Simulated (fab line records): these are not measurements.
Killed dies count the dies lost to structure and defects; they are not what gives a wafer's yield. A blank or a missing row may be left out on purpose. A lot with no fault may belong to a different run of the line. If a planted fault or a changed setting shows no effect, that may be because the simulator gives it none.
fab line records    flow sky130
record: lots: 5  wafers: 14  last-day: 49
route steps=708 shown CONTACT@422 METAL1@434 VIA1@458 VIA3@574 PAD_OPEN@708
lots untouched by any fault: they come from a run of this same line in which no faults occurred
start-h: hours from the record's first day to the start of the lot's first wafer shown    wait-h: hours since the lot's step before    " identical to the entry in the row above    L1.1+2: several wafers, shown together as one row    - value missing, or start not given    * or withheld: withheld    < > ~ a bound
route shown NAME@n: names a module that has steps shown in the file, with the first one's number in the route    usual: mean/standard deviation of fault-free wafers    same: alike in all rows    chamber/n: place in a boat    sites: per-site readings    _std_site: their standard deviation    _edge_site: the outer-site mean with the inner-site mean subtracted    radius-mm: how far each site lies from the wafer's centre    mask NAME#n: copy n    behind: the last tool/chamber to shape the wafer    hold: why the lot was held/for how many hours/how that ended    device: names the non-switching transistor (n, p or np)    end of line: tests run on the same wafers once the route is complete    a step given without rows: its recipe and nothing more    killed: not the wafer's yield, but the dies lost to structure and defects at the first sort    map: a wafer's dies, marking killed ones x, the rest . and places with no die _
set.NAME: the setting as run; set.NAME@STEP: as run at that earlier step    model.NAME: the simulator's own value behind a step, which no gauge read
lots seen at some steps along the route; tables by step, rows by wafer
services: from which hour (start-h, from the record's first day; less than 0 if before it) a tool's chamber was out of use, for how many hours, and why
== steps ==
step: SKY_CONTACT_ETCH_16
recipe: chemistry: N2/H2  target: BARC  ion-energy-ev: 200  source-w: 500  bias-w: 100  pressure-mtorr: 30  n2-flow-sccm: 100  h2-flow-sccm: 200  stop-on: SiO2  time-s: 45.9  target-depth-a: 600
usual: bias-w: 100.0/0.31  drypump-motor-current-A: 5.9/0.53  oes-product-au: 0.855/0.0052  throttle-valve-pct: 13.225/0.0093
lot.wafer  tool         chamber  start-h  wait-h  bias-w  drypump-motor-current-A  oes-product-au  rf-hours-counter-h  throttle-valve-pct
L614.2     rie-diel-03  2        747.46   0.0     100.5   6.0                      0.857           0                   13.224
L614.3     "            0        "        "       99.2    4.8                      0.849           22                  13.218
L614.4     "            1        "        "       100.2   5.7                      0.854           10                  13.233
L615.2     rie-diel-03  1        759.09   0.0     100.2   5.7                      0.851           10                  13.222
L615.4     "            2        "        "       100.4   6.0                      0.850           -                   13.231
L615.6     "            0        "        "       100.2   4.8                      0.859           -                   13.227
L618.2     rie-diel-04  2        786.62   0.0     100.3   5.5                      0.857           37                  13.225
L618.4     "            3        "        "       100.1   6.6                      0.858           4                   13.220
L618.6     "            2        "        "       99.6    5.6                      0.855           -                   13.216
L626.2     rie-diel-03  3        844.09   0.0     100.0   5.9                      0.856           2                   13.224
L626.3     "            1        "        "       100.5   5.7                      0.863           13                  13.221
L632.2     rie-diel-04  2        889.67   0.0     99.9    5.5                      0.848           2                   13.248
L632.5     "            3        "        "       100.0   6.7                      0.851           -                   13.235
L632.6     "            0        "        "       100.3   6.3                      0.855           -                   13.211
step: SKY_CONTACT_ETCH_17
recipe: target: SiO2  chemistry: C4F8/O2/Ar  stop-on: Si3N4  mask-material: KrF-thick  source-w: 1500  bias-w: 1200  pressure-mtorr: 40  c4f8-flow-sccm: withheld  O2_flow_sccm: 6  Ar_flow_sccm: 300  time-s: withheld  target-depth-a: 3400
usual: bias-w: 1200/3.9  oes-product-au: 0.892/0.0049
lot.wafer  tool         chamber  start-h  wait-h  bias-w  oes-product-au
L614.2     rie-diel-03  2        747.50   0.0     1203    0.889
L614.3     "            0        "        "       1207    0.895
L614.4     "            1        "        "       1205    0.895
L615.2     rie-diel-03  1        759.13   0.0     1202    0.889
L615.4     "            2        "        "       1198    0.886
L615.6     "            0        "        "       1198    0.886
L618.2     rie-diel-04  2        786.66   0.0     1202    0.894
L618.4     "            3        "        "       1207    0.886
L618.6     "            2        "        "       1195    0.886
L626.2     rie-diel-03  3        844.13   0.0     1203    0.895
L626.3     "            1        "        "       1195    0.887
L632.2     rie-diel-04  2        889.71   0.0     1200    0.889
L632.5     "            3        "        "       1207    0.887
L632.6     "            0        "        "       1194    0.894
step: SKY_CONTACT_ETCH_18
recipe: target: Si3N4  chemistry: CHF3/O2  stop-on: TiN  source-w: 600  bias-w: 200  pressure-mtorr: 40  chf3-flow-sccm: 50  O2_flow_sccm: 5  time-s: 39  target-depth-a: 750
usual: O2_flow_sccm: 5.000/0.015  bias-w: 200.0/0.61  drypump-motor-current-A: 5.9/0.54  oes-product-au: 0.852/0.0079  throttle-valve-pct: 8.794/0.0085
lot.wafer  tool         chamber  start-h  wait-h  O2_flow_sccm  bias-w  drypump-motor-current-A  oes-product-au  rf-hours-counter-h  throttle-valve-pct
L614.2     rie-diel-03  2        -        -       5.002         199.2   6.0                      0.860           1                   8.811
L614.3     "            0        "        "       4.992         200.7   4.8                      0.864           22                  8.801
L614.4     "            1        "        "       4.978         200.1   5.6                      0.870           10                  8.776
L615.2     rie-diel-03  1        -        -       5.013         199.1   5.7                      0.845           11                  8.792
L615.4     "            2        "        "       5.003         200.5   6.0                      0.854           -                   8.798
L615.6     "            0        "        "       5.002         199.5   4.8                      0.845           -                   8.788
L618.2     rie-diel-04  2        -        -       4.990         199.6   5.5                      0.839           37                  8.793
L618.4     "            3        "        "       5.004         199.6   6.6                      0.856           4                   8.793
L618.6     "            2        "        "       4.989         198.8   5.6                      0.855           -                   8.791
L626.2     rie-diel-03  3        -        -       5.008         198.9   5.9                      0.852           3                   8.804
L626.3     "            1        "        "       4.980         200.8   5.7                      0.842           13                  8.805
L632.2     rie-diel-04  2        -        -       5.006         200.4   5.5                      0.860           2                   8.791
L632.5     "            3        "        "       4.988         200.6   6.6                      0.852           -                   8.797
L632.6     "            0        "        "       5.000         201.1   6.4                      0.858           -                   8.799
step: SKY_CONTACT_STRIP_19
recipe: chemistry: O2/N2  power-w: 1400  pressure-mtorr: 1500  platen-temp-c: withheld  o2-flow-sccm: 3000  n2-flow-sccm: 300  overash-fraction: 0.5
step: SKY_CONTACT_STRIP_20
recipe: chemistry: post-etch-residue-remover  time-s: 1200  temp-c: 72.5
step: SKY_CONTACT_CLEAN_21
recipe: chemistry: IPA  time-s: 180  temp-c: 25
step: SKY_CONTACT_CLEAN_22
recipe: chemistry: O3/DIW  dry: n2-spin
step: SKY_CONTACT_SPUTTER_23
recipe: material: TiN  target-thk-nm: 20  chamber-pressure-pa: 5  power-w: 4000  time-s: 80
usual: throttle-valve-pct: 29.7/0.81
lot.wafer  tool            chamber  start-h  wait-h  throttle-valve-pct
L614.2     pvd-sputter-03  -        748.20   0.0     30.0
L614.3     "               -        "        "       31.2
L614.4     "               -        "        "       28.9
L615.2     pvd-sputter-01  -        759.81   0.0     31.1
L615.4     "               -        "        "       30.1
L615.6     "               -        "        "       29.8
L618.2     pvd-sputter-03  -        787.35   0.0     30.0
L618.4     "               -        "        "       31.5
L618.6     "               -        "        "       30.3
L626.2     pvd-sputter-04  -        844.85   0.0     29.6
L626.3     "               -        "        "       30.4
L632.2     pvd-sputter-01  -        890.40   0.0     29.3
L632.5     "               -        "        "       29.0
L632.6     "               -        "        "       29.8
step: SKY_CONTACT_CVD_24
recipe: material: W  target-thk-nm: 340  time-s: 102.12  temp-c: 400  pressure-torr: 40
usual: heater-power-w: 894/86
lot.wafer  tool      chamber  start-h  wait-h  heater-power-w
L614.2     cvd-w-01  0        748.26   0.0     881
L614.3     "         1        "        "       1015
L614.4     "         0        "        "       897
L615.2     cvd-w-02  1        759.87   0.0     754
L615.4     "         0        "        "       850
L615.6     "         1        "        "       760
L618.2     cvd-w-01  1        787.41   0.0     979
L618.4     "         1        "        "       1011
L618.6     "         1        "        "       1001
L626.2     cvd-w-02  0        844.92   0.0     850
L626.3     "         1        "        "       758
L632.2     cvd-w-01  1        890.46   0.0     1038
L632.5     "         1        "        "       997
L632.6     "         0        "        "       921
step: SKY_CONTACT_RS_MEAS_25
recipe: thk-meas-gauge: four-point-probe  reads: W_of_CONTACT_CVD_24+TiN_of_CONTACT_SPUTTER_23
usual: CONTACT_W_RS: 0.340/0.0032
lot.wafer  tool           chamber  start-h  wait-h  CONTACT_W_RS[ohm/sq]
L614.2     film-metro-01  -        748.39   0.1     0.340
L614.3     "              -        "        "       0.344
L614.4     "              -        "        "       0.336
L615.2     film-metro-04  -        760.00   0.1     0.337
L615.4     "              -        "        "       0.336
L615.6     "              -        "        "       0.338
L618.2     film-metro-01  -        787.54   0.1     0.341
L618.4     "              -        "        "       0.342
L618.6     "              -        "        "       0.339
L626.2     film-metro-01  -        845.05   0.1     0.342
L626.3     "              -        "        "       0.342
L632.2     film-metro-02  -        890.59   0.1     0.342
L632.5     "              -        "        "       0.339
L632.6     "              -        "        "       0.338
step: SKY_CONTACT_THK_MEAS_26
recipe: thk-meas-gauge: xrf  reads: W_of_CONTACT_CVD_24
usual: CONTACT_W_THK: 336/5.2
lot.wafer  tool           chamber  start-h  wait-h  CONTACT_W_THK[nm]
L614.2     film-metro-01  -        748.50   0.1     334
L614.3     "              -        "        "       330
L614.4     "              -        "        "       337
L615.2     film-metro-04  -        760.11   0.1     340
L615.4     "              -        "        "       339
L615.6     "              -        "        "       339
L618.2     film-metro-01  -        787.65   0.1     329
L618.4     "              -        "        "       330
L618.6     "              -        "        "       331
L626.2     film-metro-01  -        845.16   0.1     332
L626.3     "              -        "        "       331
L632.2     film-metro-02  -        890.70   0.1     334
L632.5     "              -        "        "       338
L632.6     "              -        "        "       336
step: SKY_CONTACT_CMP_27
recipe: stop-on: SiO2  t-overpolish-s: 15  down-force-psi: 3.5  platen-rpm: 60  target-thk-nm: 0  pad-velocity-m-s: 0.94248
step: SKY_METAL1_SPUTTER_00
recipe: material: Ti  target-thk-nm: 15  power-w: 3000  time-s: 10  chamber-pressure-pa: 0.4
usual: throttle-valve-pct: 30.1/0.9
lot.wafer  tool            chamber  start-h  wait-h  throttle-valve-pct  model.Ti_of_METAL1_SPUTTER_00.thk-nm
L614.2     pvd-sputter-02  -        748.95   0.2     29.3                15.25
L614.3     "               -        "        "       31.5                15.11
L614.4     "               -        "        "       30.2                15.3
L615.2     pvd-sputter-03  -        760.46   0.2     31.4                15.08
L615.4     "               -        "        "       28.9                14.96
L615.6     "               -        "        "       30.4                15.07
L618.2     pvd-sputter-04  -        788.00   0.2     30.3                14.98
L618.4     "               -        "        "       28.8                15.17
L618.6     "               -        "        "       29.4                15.13
L626.2     pvd-sputter-02  -        845.51   0.2     30.2                8.22
L626.3     "               -        "        "       31.4                8.109
L632.2     pvd-sputter-04  -        891.05   0.1     30.2                14.98
L632.5     "               -        "        "       29.1                15.1
L632.6     "               -        "        "       30.6                14.93
step: SKY_METAL1_SPUTTER_01
recipe: material: TiN  target-thk-nm: 20  power-w: 6500  time-s: 16.7  chamber-pressure-pa: 0.4
step: SKY_METAL1_SPUTTER_02
recipe: material: AlCu  target-thk-nm: 250  power-w: 10600  time-s: 13.3  chamber-pressure-pa: 0.4
step: SKY_METAL1_SPUTTER_03
recipe: material: Ti  target-thk-nm: 5  power-w: 3000  time-s: 3.3  chamber-pressure-pa: 0.4
step: SKY_METAL1_SPUTTER_04
recipe: material: TiN  target-thk-nm: 70  power-w: 6500  time-s: 58.3  chamber-pressure-pa: 0.4
step: SKY_METAL1_RS_MEAS_05
recipe: thk-meas-gauge: four-point-probe  reads: TiN_of_METAL1_SPUTTER_04+Ti_of_METAL1_SPUTTER_03+AlCu_of_METAL1_SPUTTER_02+TiN_of_METAL1_SPUTTER_01+Ti_of_METAL1_SPUTTER_00
usual: METAL1_ALCU_RS: 0.1271/0.0014
lot.wafer  tool           chamber  start-h  wait-h  METAL1_ALCU_RS[ohm/sq]
L614.2     film-metro-02  -        749.10   0.0     0.1274
L614.3     "              -        "        "       0.1256
L614.4     "              -        "        "       0.1267
L615.2     film-metro-02  -        760.62   0.0     0.1267
L615.4     "              -        "        "       0.1265
L615.6     "              -        "        "       0.1273
L618.2     film-metro-02  -        788.16   0.0     0.1262
L618.4     "              -        "        "       0.1262
L618.6     "              -        "        "       0.1281
L626.2     film-metro-03  -        845.67   0.0     0.1252
L626.3     "              -        "        "       0.1261
L632.2     film-metro-01  -        891.21   0.0     0.1285
L632.5     "              -        "        "       0.1270
L632.6     "              -        "        "       0.1280
step: SKY_METAL1_THK_MEAS_06
recipe: thk-meas-gauge: xrf  reads: AlCu_of_METAL1_SPUTTER_02
usual: METAL1_ALCU_THK: 249/3.2
lot.wafer  tool           chamber  start-h  wait-h  METAL1_ALCU_THK[nm]
L614.2     film-metro-02  -        749.21   0.1     249
L614.3     "              -        "        "       253
L614.4     "              -        "        "       250
L615.2     film-metro-02  -        760.73   0.1     250
L615.4     "              -        "        "       250
L615.6     "              -        "        "       251
L618.2     film-metro-02  -        788.27   0.1     251
L618.4     "              -        "        "       251
L618.6     "              -        "        "       246
L626.2     film-metro-03  -        845.78   0.1     250
L626.3     "              -        "        "       248
L632.2     film-metro-01  -        891.32   0.1     246
L632.5     "              -        "        "       249
L632.6     "              -        "        "       247
step: SKY_METAL1_DEHYDRATE_07
recipe: temp-c: 200  time-s: 60
step: SKY_METAL1_HMDS_08
recipe: prime-time-s: 60  prime-temp-c: 120
step: SKY_METAL1_COAT_09
recipe: resist: BARC  temp-c: withheld  time-s: withheld  spin-rpm: 3000  resist-thk-nm: 60
step: SKY_METAL1_COAT_10
recipe: resist: KrF-thick  spin-rpm: 3000  resist-thk-nm: 450
step: SKY_METAL1_SOFTBAKE_11
recipe: temp-c: 100  time-s: 90  resist: KrF-thick
step: SKY_METAL1_EXPOSE_12
recipe: mask-id: MM1  na: 0.8  source-shape: annular  sigma-inner: 0.55  sigma-outer: 0.85  target-cd-nm: 140  dose-mj: 28
step: SKY_METAL1_PEB_13
recipe: peb-temp-c: withheld  peb-time-s: withheld  resist: KrF-thick
step: SKY_METAL1_DEVELOP_14
recipe: develop-time-s: 60  resist: KrF-thick  dev-temp-c: 21
step: SKY_METAL1_CD_MEAS_15
recipe: target-cd-nm: 140
usual: cd-nm: 140.4/1.5
lot.wafer  tool       chamber  start-h  wait-h  cd-nm
L614.2     cd-sem-02  -        775.64   -       140.2
L614.3     "          -        "        "       138.3
L614.4     "          -        "        "       139.3
L615.2     cd-sem-01  -        788.04   -       141.1
L615.4     "          -        "        "       141.8
L615.6     "          -        "        "       141.6
L618.2     cd-sem-01  -        814.24   -       140.0
L618.4     "          -        "        "       138.8
L618.6     "          -        "        "       139.6
L626.2     cd-sem-02  -        871.87   -       137.5
L626.3     "          -        "        "       139.0
L632.2     cd-sem-02  -        916.24   -       138.9
L632.5     "          -        "        "       140.2
L632.6     "          -        "        "       139.4
step: SKY_METAL1_OVL_MEAS_16
usual: METAL1_OVL: 1/5.9
lot.wafer  tool        chamber  start-h  wait-h  METAL1_OVL[nm]
L614.2     overlay-01  -        775.74   0.1     9
L614.3     "           -        "        "       1
L614.4     "           -        "        "       1
L615.2     overlay-01  -        788.14   0.1     2
L615.4     "           -        "        "       2
L615.6     "           -        "        "       0
L618.2     overlay-01  -        814.34   0.1     0
L618.4     "           -        "        "       -4
L618.6     "           -        "        "       -4
L626.2     overlay-01  -        871.97   0.1     0
L626.3     "           -        "        "       5
L632.2     overlay-01  -        916.34   0.1     -3
L632.5     "           -        "        "       -6
L632.6     "           -        "        "       -7
step: SKY_METAL1_DESCUM_17
recipe: chemistry: O2  source-power-w: 150  bias-power-w: 0  pressure-mtorr: 10  temp-c: 40  time-s: 8
step: SKY_METAL1_ETCH_18
recipe: chemistry: N2/H2  target: BARC  ion-energy-ev: 200  bias-w: 100  pressure-mtorr: 30  n2-flow-sccm: 100  h2-flow-sccm: 200  icp-w: 500  stop-on: SiO2  time-s: 45.9  target-depth-a: 600
step: SKY_METAL1_METAL_ETCH_19
recipe: target-depth-a: 3600  stop-on: SiO2  over-etch-frac: 0.3  time-s: 78  chemistry: Cl2/BCl3  resist-sidewall-deg: 88  pressure-mtorr: 10  icp-w: 900  bias-w: 48.5  Cl2_flow_sccm: 60  bcl3-flow-sccm: 30
step: SKY_METAL1_STRIP_20
recipe: chemistry: O2/N2  power-w: 1400  pressure-mtorr: 1500  platen-temp-c: withheld  o2-flow-sccm: 3000  n2-flow-sccm: 300  overash-fraction: 0.5
step: SKY_METAL1_STRIP_21
recipe: chemistry: post-etch-residue-remover  time-s: 1200  temp-c: 72.5
step: SKY_METAL1_CLEAN_22
recipe: chemistry: IPA  time-s: 180  temp-c: 25
step: SKY_METAL1_CLEAN_23
recipe: chemistry: O3/DIW  dry: n2-spin
step: SKY_VIA1_HDPCVD_00
recipe: material: SiO2  target-thk-nm: 1030  sigma-open-frac: 0.3  time-s: 171.7  temp-c: 400  sih4-flow-sccm: 60  pressure-mtorr: 6
step: SKY_VIA1_THK_MEAS_01
recipe: reads: SiO2_of_VIA1_HDPCVD_00
usual: VIA1_HDPCVD_THK: 1027/9.6
lot.wafer  tool           chamber  start-h  wait-h  VIA1_HDPCVD_THK[nm]
L614.2     film-metro-01  -        776.67   0.1     1025
L614.3     "              -        "        "       1028
L614.4     "              -        "        "       1021
L615.2     film-metro-04  -        789.07   0.1     1026
L615.4     "              -        "        "       1037
L615.6     "              -        "        "       1037
L618.2     film-metro-01  -        815.31   0.1     1024
L618.4     "              -        "        "       1042
L618.6     "              -        "        "       1035
L626.2     film-metro-04  -        872.91   0.1     1019
L626.3     "              -        "        "       1028
L632.2     film-metro-01  -        917.27   0.1     1027
L632.5     "              -        "        "       1027
L632.6     "              -        "        "       1037
step: SKY_VIA1_CMP_02
recipe: material: SiO2  down-force-psi: 4  platen-rpm: 60  pad-velocity-m-s: 0.94248
step: SKY_VIA1_BOW_MEAS_03
recipe: mode: bow
usual: VIA1_BOW: 80/6.8
lot.wafer  tool           chamber  start-h  wait-h  VIA1_BOW[um]
L614.2     film-metro-01  -        777.08   0.2     86
L614.3     "              -        "        "       83
L614.4     "              -        "        "       78
L615.2     film-metro-03  -        789.44   0.3     93
L615.4     "              -        "        "       84
L615.6     "              -        "        "       86
L618.2     film-metro-04  -        815.68   0.3     76
L618.4     "              -        "        "       79
L618.6     "              -        "        "       72
L626.2     film-metro-03  -        873.28   0.2     88
L626.3     "              -        "        "       72
L632.2     film-metro-04  -        917.64   0.2     81
L632.5     "              -        "        "       82
L632.6     "              -        "        "       84
step: SKY_VIA1_DEHYDRATE_04
recipe: temp-c: 200  time-s: 60
step: SKY_VIA1_HMDS_05
recipe: prime-time-s: 60  prime-temp-c: 120
step: SKY_VIA3_THK_MEAS_01
recipe: reads: SiO2_of_VIA3_HDPCVD_00
usual: VIA3_HDPCVD_THK: 1632/17
lot.wafer  tool           chamber  start-h  wait-h  hold                      VIA3_HDPCVD_THK[nm]
L614.2     film-metro-03  -        913.24   0.1     -                         1611
L614.3     "              -        "        "       -                         1610
L614.4     "              -        "        "       -                         1636
L615.2     film-metro-04  -        925.64   0.1     -                         1628
L615.4     "              -        "        "       -                         1628
L615.6     "              -        "        "       -                         1643
L618.2     film-metro-03  -        951.05   0.1     -                         1619
L618.4     "              -        "        "       -                         1639
L618.6     "              -        "        "       -                         1608
L626.2     film-metro-01  -        1003.31  0.1     await-dispo/0.2h/release  1629
L626.3     "              -        "        "       await-dispo/0.2h/release  1633
L626.2     film-metro-01  -        1003.53  0.2     -                         1628
L626.3     "              -        "        "       -                         1634
L632.2     film-metro-03  -        1042.48  0.1     -                         1629
L632.5     "              -        "        "       -                         1628
L632.6     "              -        "        "       -                         1629
step: SKY_VIA3_CMP_02
recipe: material: SiO2  down-force-psi: 4  platen-rpm: 60  pad-velocity-m-s: 0.94248
usual: motor-current-A: 12.6/1  platen-rpm: 60.00/0.037
lot.wafer  tool    chamber  start-h  wait-h  hold                      motor-current-A  platen-rpm
L614.3     cmp-01  1        913.49   0.2     -                         13.6             60.00
L614.2     "       3        "        "       -                         12.0             59.97
L614.4     "       0        "        "       -                         13.3             60.05
L615.2     cmp-01  2        925.74   0.1     -                         11.8             60.03
L615.4     "       0        "        "       -                         13.5             60.02
L615.6     "       1        "        "       -                         13.1             60.01
L618.4     cmp-02  0        951.15   0.1     -                         10.7             59.96
L618.2     "       1        "        "       -                         11.6             60.02
L618.6     "       3        "        "       -                         13.5             59.93
L626.2     cmp-02  0        1005.92  2.4     await-dispo/2.3h/release  11.2             60.07
L626.3     "       2        "        "       await-dispo/2.3h/release  14.5             60.04
L632.2     cmp-01  2        1042.68  0.2     -                         11.8             59.98
L632.6     "       3        "        "       -                         11.9             60.03
L632.5     "       0        "        "       -                         13.1             60.03
step: SKY_PAD_OPEN_PROBE_99
usual: defect-limited-yield: 82.8/2  killed_at_M0_to_M3: 42/7.3  killed_at_M4_up: 3.2/1.8  killed-at-contacts: 25/5.2  killed-at-front-end: 15/4.6  killed-at-other: 0.3/0.62  killed-dies: 85/9.9  killed-on-rim: 17/3.9  killed-open: 46/7.1  killed-short: 38/5.7  sort_bin_3_pad_short: 0.9/0.42  sort_bin_5_function: 10.0/1.5  sort_bin_6_memory: 6.3/1.2  sort-n-pass: 407/9.9  sort-yield-pct: 82.8/2
same: gross-dies: 492  killed-at-back-side: 0  sort_bin_4_leakage[%]: 0  sort_bin_8_speed[%]: 0
lot.wafer  tool       chamber  start-h  wait-h  defect-limited-yield[%]  killed_at_M0_to_M3  killed_at_M4_up  killed-at-contacts  killed-at-front-end  killed-at-other  killed-dies  killed-on-rim  killed-open  killed-short  sort_bin_3_pad_short[%]  sort_bin_5_function[%]  sort_bin_6_memory[%]  sort-n-pass  sort-yield-pct[%]
L614.2     prober-01  -        1083.87  0.1     81.7                     38                  4                32                  16                   0                90           13             48           42            0.6                      12.2                    5.5                   402          81.7
L614.3     prober-01  -        1083.92  0.2     82.5                     50                  0                23                  13                   0                86           12             44           42            1.0                      9.1                     7.3                   406          82.5
L614.4     prober-01  -        1083.97  0.2     79.3                     35                  6                29                  31                   1                102          17             59           43            1.4                      12.4                    6.9                   390          79.3
L615.2     prober-01  -        1095.09  0.1     87.2                     28                  2                22                  11                   0                63           17             32           30            0.4                      7.5                     4.9                   429          87.2
L615.4     prober-01  -        1095.19  0.2     80.3                     50                  3                29                  15                   0                97           25             47           47            0.4                      9.8                     9.6                   395          80.3
L615.6     prober-01  -        1095.29  0.2     82.7                     35                  4                21                  25                   0                85           21             41           44            0.6                      10.2                    6.5                   407          82.7
L618.2     prober-02  -        1115.94  0.1     84.1                     44                  0                22                  11                   1                78           14             43           35            0.6                      9.8                     5.5                   414          84.1
L618.4     prober-02  -        1116.04  0.2     82.9                     35                  5                31                  13                   0                84           14             38           46            1.4                      8.9                     6.7                   408          82.9
L618.6     prober-02  -        1116.14  0.2     80.3                     40                  0                34                  23                   0                97           23             51           46            1.0                      12.4                    6.3                   395          80.3
L626.2     prober-02  -        1154.97  0.1     85.0                     33                  0                25                  16                   0                74           12             39           35            0.2                      9.3                     5.5                   418          85.0
L626.3     prober-02  -        1155.02  0.2     82.9                     34                  7                30                  13                   0                84           16             52           32            0.6                      9.6                     6.9                   408          82.9
L632.2     prober-02  -        1186.79  0.1     82.3                     46                  1                23                  16                   1                87           22             42           44            1.0                      8.1                     8.5                   405          82.3
L632.5     prober-02  -        1186.94  0.2     80.5                     41                  5                30                  20                   0                96           30             46           49            0.8                      9.6                     9.1                   396          80.5
L632.6     prober-02  -        1186.99  0.2     82.5                     37                  2                33                  13                   1                86           14             56           27            1.2                      10.8                    5.5                   406          82.5
killed by level:class
L614.2 CONTACT:geometric-particle:open=14 VIA1:geometric-particle:open=8 CONTACT:geometric-particle:short=7 LI_CONTACT:geometric-particle:open=6 VIA3:geometric-particle:open=5 POLY_GATE:geometric-particle:open=4 POLY_GATE:geometric-particle:short=4 METAL1:geometric-particle:short=4
L614.3 VIA1:geometric-particle:open=17 CONTACT:geometric-particle:short=8 VIA3:geometric-particle:open=6 FIELD_ISO:geometric-particle:open=5 LOCAL_INTERCONNECT:geometric-particle:short=5 CONTACT:geometric-particle:open=5 VIA1:geometric-particle:short=5 METAL2:geometric-particle:short=5
L614.4 FIELD_ISO:geometric-particle:open=10 CONTACT:geometric-particle:open=10 VIA2:geometric-particle:open=8 FIELD_ISO:geometric-particle:short=7 LI_CONTACT:geometric-particle:open=7 CONTACT:geometric-particle:short=6 POLY_GATE:geometric-particle:open=5 LOCAL_INTERCONNECT:geometric-particle:short=5
L615.2 CONTACT:geometric-particle:open=8 LI_CONTACT:geometric-particle:open=5 LOCAL_INTERCONNECT:geometric-particle:short=5 VIA1:geometric-particle:short=4 METAL1:geometric-particle:short=4 VIA1:geometric-particle:open=4 VIA3:geometric-particle:open=4 FIELD_ISO:geometric-particle:short=3
L615.4 VIA1:geometric-particle:open=12 CONTACT:geometric-particle:open=9 METAL2:geometric-particle:short=9 VIA2:geometric-particle:open=9 LI_CONTACT:geometric-particle:open=7 CONTACT:geometric-particle:short=7 VIA2:geometric-particle:short=6 FIELD_ISO:geometric-particle:short=4
L615.6 FIELD_ISO:geometric-particle:short=7 LI_CONTACT:geometric-particle:open=7 VIA2:geometric-particle:open=7 METAL2:geometric-particle:short=6 POLY_GATE:geometric-particle:short=5 CONTACT:geometric-particle:short=5 VIA1:geometric-particle:open=5 FIELD_ISO:geometric-particle:open=4
L618.2 VIA1:geometric-particle:open=12 CONTACT:geometric-particle:short=8 VIA2:geometric-particle:open=7 CONTACT:geometric-particle:open=5 LI_CONTACT:geometric-particle:open=4 METAL2:geometric-particle:short=4 METAL3:geometric-particle:short=4 FIELD_ISO:geometric-particle:open=3
L618.4 CONTACT:geometric-particle:open=13 VIA1:geometric-particle:short=9 VIA1:geometric-particle:open=7 CONTACT:geometric-particle:short=6 LOCAL_INTERCONNECT:geometric-particle:short=5 VIA2:geometric-particle:open=5 FIELD_ISO:geometric-particle:short=4 LI_CONTACT:geometric-particle:short=4
L618.6 LI_CONTACT:geometric-particle:open=12 CONTACT:geometric-particle:open=9 METAL1:geometric-particle:short=9 FIELD_ISO:geometric-particle:short=8 VIA1:geometric-particle:open=8 VIA2:geometric-particle:open=6 LOCAL_INTERCONNECT:geometric-particle:short=5 CONTACT:geometric-particle:short=5
L626.2 VIA1:geometric-particle:open=11 CONTACT:geometric-particle:open=7 LI_CONTACT:geometric-particle:short=6 FIELD_ISO:geometric-particle:short=5 POLY_GATE:geometric-particle:open=5 CONTACT:geometric-particle:short=5 METAL2:geometric-particle:short=5 POLY_GATE:geometric-particle:short=4
L626.3 VIA1:geometric-particle:open=14 CONTACT:geometric-particle:open=11 LI_CONTACT:geometric-particle:open=7 METAL4:geometric-particle:short=6 LOCAL_INTERCONNECT:geometric-particle:short=5 METAL2:geometric-particle:short=5 FIELD_ISO:geometric-particle:short=4 LOCAL_INTERCONNECT:geometric-particle:open=4
L632.2 CONTACT:geometric-particle:open=9 METAL2:geometric-particle:short=7 CONTACT:geometric-particle:short=6 VIA3:geometric-particle:open=6 METAL1:geometric-particle:short=6 FIELD_ISO:geometric-particle:short=5 VIA1:geometric-particle:short=5 VIA1:geometric-particle:open=5
L632.5 LI_CONTACT:geometric-particle:open=10 VIA1:geometric-particle:open=10 VIA3:geometric-particle:open=7 CONTACT:geometric-particle:open=7 CONTACT:geometric-particle:short=7 LOCAL_INTERCONNECT:geometric-particle:short=6 VIA1:geometric-particle:short=6 POLY_GATE:geometric-particle:short=5
L632.6 CONTACT:geometric-particle:open=16 VIA1:geometric-particle:open=9 VIA2:geometric-particle:open=6 LI_CONTACT:geometric-particle:open=5 CONTACT:geometric-particle:short=4 METAL3:geometric-particle:short=4 VIA2:geometric-particle:short=4 FIELD_ISO:geometric-particle:open=3
== services ==
tool         chamber  start-h  hours  kind
cmp-01       -        747.54   4.0    pm
rie-diel-03  3        750.63   8.4    repair
rie-diel-04  -        772.19   1.5    repair
cmp-01       -        772.49   3.1    pm
cvd-w-01     -        784.96   0.7    repair
cvd-w-01     -        801.45   3.0    repair
rie-diel-04  3        803.63   8.8    repair
cmp-01       -        840.58   1.3    repair
cmp-01       -        840.75   2.0    repair
rie-diel-04  3        854.77   7.2    repair
rie-diel-03  -        867.89   2.8    pm
rie-diel-03  3        879.13   7.8    repair
rie-diel-03  2        881.40   19.5   repair
rie-diel-04  -        905.35   0.6    repair
cvd-w-01     -        905.72   0.9    repair
cvd-w-01     0        908.10   5.6    repair
rie-diel-03  1        927.38   10.7   repair
rie-diel-04  -        936.89   0.9    repair
cmp-01       -        938.14   0.5    repair
rie-diel-03  -        979.83   14.6   pm
rie-diel-03  1        1001.26  4.1    repair
rie-diel-04  3        1024.89  8.0    repair
rie-diel-04  1        1025.32  1.6    repair
rie-diel-03  0        1032.71  12.4   repair
== key ==
first-sign none at tools or gauges
model-effect: step: SKY_METAL1_SPUTTER_00  value: Ti_of_METAL1_SPUTTER_00.thk-nm  without: 15.04  struck: 8.165
met-at SKY_METAL1_SPUTTER_00
struck-wafers L626.2,L626.3
onset-between 748.95 845.51
also-fits SKY_CONTACT_ETCH_16:rie-diel-03,SKY_CONTACT_ETCH_17:rie-diel-03,SKY_CONTACT_ETCH_18:rie-diel-03,SKY_CONTACT_SPUTTER_23:pvd-sputter-04
fault: kind: process-parameter-drift  tool: pvd-sputter-02  chamber: -  onset-h: 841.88  steps: SKY_METAL1_SPUTTER_00  channel: target-thk-nm  offset: -6.8773  shape: step  end-h: 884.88  scope: struck-wafers-only  acts-in: these-recipes-only  stated: 15
